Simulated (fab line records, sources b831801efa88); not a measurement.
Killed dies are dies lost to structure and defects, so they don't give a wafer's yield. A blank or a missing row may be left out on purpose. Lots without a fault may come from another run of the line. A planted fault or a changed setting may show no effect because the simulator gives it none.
Which tool did it? | flow sky130 | 10 lots, 30 wafers sampled, at 6 steps of a route of 708

WHAT THE GAUGES READ, wafer by wafer
SKY_POLY_GATE_THK_MEAS_01. Usual: POLY_GATE_CVD_00_THK 180.8 nm, standard deviation 1.7.
lot  | measured     | on            | POLY_GATE_CVD_00_THK (nm) | flag
L188 | day 14 16:14 | film_metro-04 | 181.0 180.0 180.7         |
L195 | day 16 22:01 | film_metro-03 | 181.1 181.3 180.3         |
L196 | day 17 16:47 | film_metro-01 | 178.6 179.1 180.3         |
L197 | day 17 16:47 | film_metro-03 | 179.9 180.6 181.3         |
L198 | day 18 03:07 | film_metro-01 | 170.2 164.1 151.5         | OFF
L199 | day 18 10:59 | film_metro-01 | 142.6 164.1 168.8         | OFF
L206 | day 21 06:46 | film_metro-03 | 181.8 181.4 180.4         |
L207 | day 21 08:17 | film_metro-01 | 183.4 181.7 180.2         |
L208 | day 21 18:42 | film_metro-01 | 181.6 182.2 181.3         |
L209 | day 21 23:18 | film_metro-04 | 181.6 182.4 180.7         |

SKY_VIA1_THK_MEAS_01. Usual: VIA1_HDPCVD_THK 1036 nm, standard deviation 9.5.
lot  | measured     | on            | VIA1_HDPCVD_THK (nm) | flag
L188 | day 33 08:03 | film_metro-04 | 1041 1050 1041       |
L195 | day 35 15:52 | film_metro-04 | 1027 1036 1037       |
L196 | day 36 08:16 | film_metro-04 | 1046 1028 1034       |
L197 | day 36 03:56 | film_metro-01 | 1036 1036 1039       |
L198 | day 36 12:35 | film_metro-01 | 1040 1061 1060       |
L199 | day 36 23:17 | film_metro-03 | 1032 1028 1043       |
L206 | day 39 06:18 | film_metro-03 | 1059 1032 1038       |
L207 | day 39 08:02 | film_metro-03 | 1040 1034 1050       |
L208 | day 39 14:08 | film_metro-04 | 1045 1045 1042       |
L209 | day 39 16:01 | film_metro-01 | 1020 1016 1030       |

SKY_VIA1_BOW_MEAS_03. Usual: VIA1_BOW 79 um, standard deviation 7.5.
lot  | measured     | on            | VIA1_BOW (um) | flag
L188 | day 33 08:25 | film_metro-03 | 78 81 70      |
L195 | day 35 16:13 | film_metro-04 | 77 73 63      |
L196 | day 36 08:38 | film_metro-01 | 67 75 57      |
L197 | day 36 04:19 | film_metro-03 | 70 74 84      |
L198 | day 36 12:58 | film_metro-04 | 65 74 77      |
L199 | day 36 23:39 | film_metro-03 | 76 86 78      |
L206 | day 39 06:41 | film_metro-01 | 75 85 83      |
L207 | day 39 08:25 | film_metro-01 | 67 86 69      |
L208 | day 39 14:31 | film_metro-04 | 73 89 85      |
L209 | day 39 16:23 | film_metro-03 | 76 84 74      |

WHICH TOOL RAN EACH LOT (tool, then ch and the chambers of the sampled wafers, then the start)
lot  | SKY_POLY_GATE_CVD_00        | SKY_POLY_GATE_ETCH_17            | SKY_LI_CONTACT_SPUTTER_19
L188 | lpcvd-01 ch 0, day 14 15:02 | rie_si-02 ch 0,2, day 17 01:18   | pvd_sputter-03, day 29 17:52
L195 | lpcvd-01 ch 0, day 16 20:49 | rie_si-01 ch 0,1,2, day 19 11:15 | pvd_sputter-02, day 32 01:41
L196 | lpcvd-01 ch 1, day 17 15:35 | rie_si-02 ch 0,1,3, day 20 07:13 | pvd_sputter-03, day 32 18:47
L197 | lpcvd-01 ch 1, day 17 15:35 | rie_si-01 ch 1,3, day 20 07:06   | pvd_sputter-03, day 32 15:13
L198 | lpcvd-01 ch 0, day 18 01:55 | rie_si-02 ch 2,3, day 20 19:09   | pvd_sputter-03, day 33 00:58
L199 | lpcvd-01 ch 1, day 18 09:11 | rie_si-01 ch 0,2, day 21 02:41   | pvd_sputter-04, day 33 09:37
L206 | lpcvd-01 ch 1, day 21 05:32 | rie_si-02 ch 0,3, day 23 21:25   | pvd_sputter-03, day 35 20:23
L207 | lpcvd-01 ch 0, day 21 07:04 | rie_si-01 ch 1,2, day 23 22:51   | pvd_sputter-04, day 35 21:41
L208 | lpcvd-01 ch 0, day 21 17:29 | rie_si-02 ch 1,2,3, day 24 07:40 | pvd_sputter-04, day 36 03:32
L209 | lpcvd-01 ch 1, day 21 22:06 | rie_si-01 ch 0,3, day 24 12:41   | pvd_sputter-03, day 36 06:22
- SKY_POLY_GATE_CVD_00: deposits poly-Si, target thk 180 nm, time 720 s.
- SKY_POLY_GATE_ETCH_17: etches poly-Si in HBr/Cl2, stops on SiO2, target depth 180 nm, time 70.5 s.
- SKY_LI_CONTACT_SPUTTER_19: material Ti, target thk 20 nm, time 106.37 s.

WHAT THE TOOLS THEMSELVES READ (means of the sampled wafers that have a number; where no wafer has one, the mark that the record gives instead)
SKY_POLY_GATE_CVD_00. Usual: spike_tc_centre_C 620.4 C, standard deviation 1; spike_tc_lower_C 621.1 C, standard deviation 1.4; spike_tc_upper_C 620.2 C, standard deviation 1.5; zone_power_centre_pct 9.4 %, standard deviation 0.43; zone_power_lower_pct 8.53 %, standard deviation 0.18; zone_power_top_pct 18.0 %, standard deviation 2.1; zone_power_upper_pct 9.1 %, standard deviation 0.73.
lot  | tool     | spike_tc_centre_C (C) | spike_tc_lower_C (C) | spike_tc_upper_C (C) | zone_power_centre_pct (%) | zone_power_lower_pct (%) | zone_power_top_pct (%) | zone_power_upper_pct (%) | flag
L188 | lpcvd-01 | 620.8                 | 620.1                | 619.6                | 9.9                       | 8.76                     | 15.5                   | 8.2                      |
L195 | lpcvd-01 | 621.2                 | 619.8                | 619.2                | 9.8                       | 8.88                     | 15.7                   | 8.2                      |
L196 | lpcvd-01 | 619.4                 | 622.3                | 621.7                | 9.0                       | 8.50                     | 19.8                   | 9.7                      |
L197 | lpcvd-01 | 620.2                 | 622.2                | 621.4                | 9.2                       | 8.36                     | 19.6                   | 9.8                      |
L198 | lpcvd-01 | 587.4                 | 625.3                | 622.7                | 3.8                       | 11.49                    | 15.3                   | 10.9                     | OFF
L199 | lpcvd-01 | 587.0                 | 626.1                | 626.4                | 3.5                       | 11.10                    | 19.4                   | 12.8                     | OFF
L206 | lpcvd-01 | 619.9                 | 622.2                | 621.2                | 9.0                       | 8.46                     | 19.6                   | 9.7                      |
L207 | lpcvd-01 | 619.9                 | 619.6                | 618.5                | 10.0                      | 8.71                     | 15.5                   | 8.2                      |
L208 | lpcvd-01 | 620.5                 | 619.6                | 619.2                | 10.0                      | 8.76                     | 15.5                   | 8.2                      |
L209 | lpcvd-01 | 620.6                 | 622.7                | 620.2                | 9.0                       | 8.43                     | 19.7                   | 9.7                      |

SKY_POLY_GATE_ETCH_17. Usual: bias_w 100.0 W, standard deviation 0.31; chamber_pressure_mTorr 10.000 mTorr, standard deviation 0.0088; drypump_motor_current_A 5.6 A, standard deviation 0.45; mfc_cl2_sccm 49.99 sccm, standard deviation 0.14; oes_product_au 0.989 a.u., standard deviation 0.007; rf_fwd_power_W 396.9 W, standard deviation 1.6; throttle_valve_pct 33.685 %, standard deviation 0.0093.
lot  | tool      | bias_w (W) | chamber_pressure_mTorr (mTorr) | drypump_motor_current_A (A) | mfc_cl2_sccm (sccm) | oes_product_au (a.u.) | rf_fwd_power_W (W) | throttle_valve_pct (%) | flag
L188 | rie_si-02 | 100.1      | 9.996                          | 5.7                         | 49.87               | 0.997                 | 396.1              | 33.687                 |
L195 | rie_si-01 | 99.6       | 9.998                          | 5.4                         | 49.87               | 0.991                 | 398.2              | 33.697                 |
L196 | rie_si-02 | 100.1      | 10.009                         | 5.8                         | 49.97               | 0.985                 | 396.3              | 33.680                 |
L197 | rie_si-01 | 100.3      | 10.007                         | 5.2                         | 50.10               | 0.993                 | 398.6              | 33.685                 |
L198 | rie_si-02 | 100.0      | 9.999                          | 6.0                         | 50.05               | 0.922                 | 395.2              | 33.687                 | OFF
L199 | rie_si-01 | 99.9       | 9.998                          | 5.8                         | 50.07               | 0.959                 | 397.8              | 33.679                 | OFF
L206 | rie_si-02 | 100.1      | 9.994                          | 6.1                         | 49.95               | 0.989                 | 395.0              | 33.684                 |
L207 | rie_si-01 | 100.2      | 9.998                          | 5.4                         | 49.96               | 0.993                 | 397.1              | 33.685                 |
L208 | rie_si-02 | 100.1      | 9.997                          | 5.6                         | 49.99               | 0.992                 | 396.6              | 33.691                 |
L209 | rie_si-01 | 100.1      | 10.003                         | 5.4                         | 50.00               | 0.984                 | 397.0              | 33.689                 |

SKY_LI_CONTACT_SPUTTER_19. Usual: cathode_dc_power_W 2500.0 W, standard deviation 0.43; substrate_temp_c 200.00 C, standard deviation 0.17; throttle_valve_pct 29.9 %, standard deviation 0.86.
lot  | tool           | cathode_dc_power_W (W) | substrate_temp_c (C) | throttle_valve_pct (%) | flag
L188 | pvd_sputter-03 | 2500.3                 | 199.95               | 29.9                   |
L195 | pvd_sputter-02 | 2500.5                 | 200.11               | 30.4                   |
L196 | pvd_sputter-03 | 2500.1                 | 199.89               | 30.2                   |
L197 | pvd_sputter-03 | 2499.8                 | 200.06               | 29.4                   |
L198 | pvd_sputter-03 | 2500.4                 | 200.16               | 29.2                   |
L199 | pvd_sputter-04 | 2499.8                 | 199.91               | 29.8                   |
L206 | pvd_sputter-03 | 2500.0                 | 200.15               | 29.7                   |
L207 | pvd_sputter-04 | 2500.2                 | 200.01               | 30.5                   |
L208 | pvd_sputter-04 | 2500.4                 | 200.16               | 29.4                   |
L209 | pvd_sputter-03 | 2500.2                 | 200.07               | 29.5                   |

THE ANSWER, worked out from the rows above alone
Rule: a lot is off if the mean of its wafers that have a number lies more than 3 standard deviations from the usual mean. A lot without any number at a reading at which 4 lots or more have one is off too. The other lots that the step has rows for count as sound. The gauges are gone through in route order, then the tools' own readings, and for those a lot's mean is taken as printed above. The first step at which some lot is off is used, and at that step the reading that is off furthest; a lot without a number counts as furthest.
Off: L198, L199, at SKY_POLY_GATE_THK_MEAS_01 (POLY_GATE_CVD_00_THK).
A tool fits if, at a process step before that reading, it ran every lot that is off, and no sound lot after the first of them. The gauges at SKY_POLY_GATE_THK_MEAS_01 aren't tried: what is off there is off at SKY_POLY_GATE_CVD_00 too, on other tools, and a gauge's error can't cause that. None of those tried fits.

WHAT THE SIMULATOR HAD PUT IN
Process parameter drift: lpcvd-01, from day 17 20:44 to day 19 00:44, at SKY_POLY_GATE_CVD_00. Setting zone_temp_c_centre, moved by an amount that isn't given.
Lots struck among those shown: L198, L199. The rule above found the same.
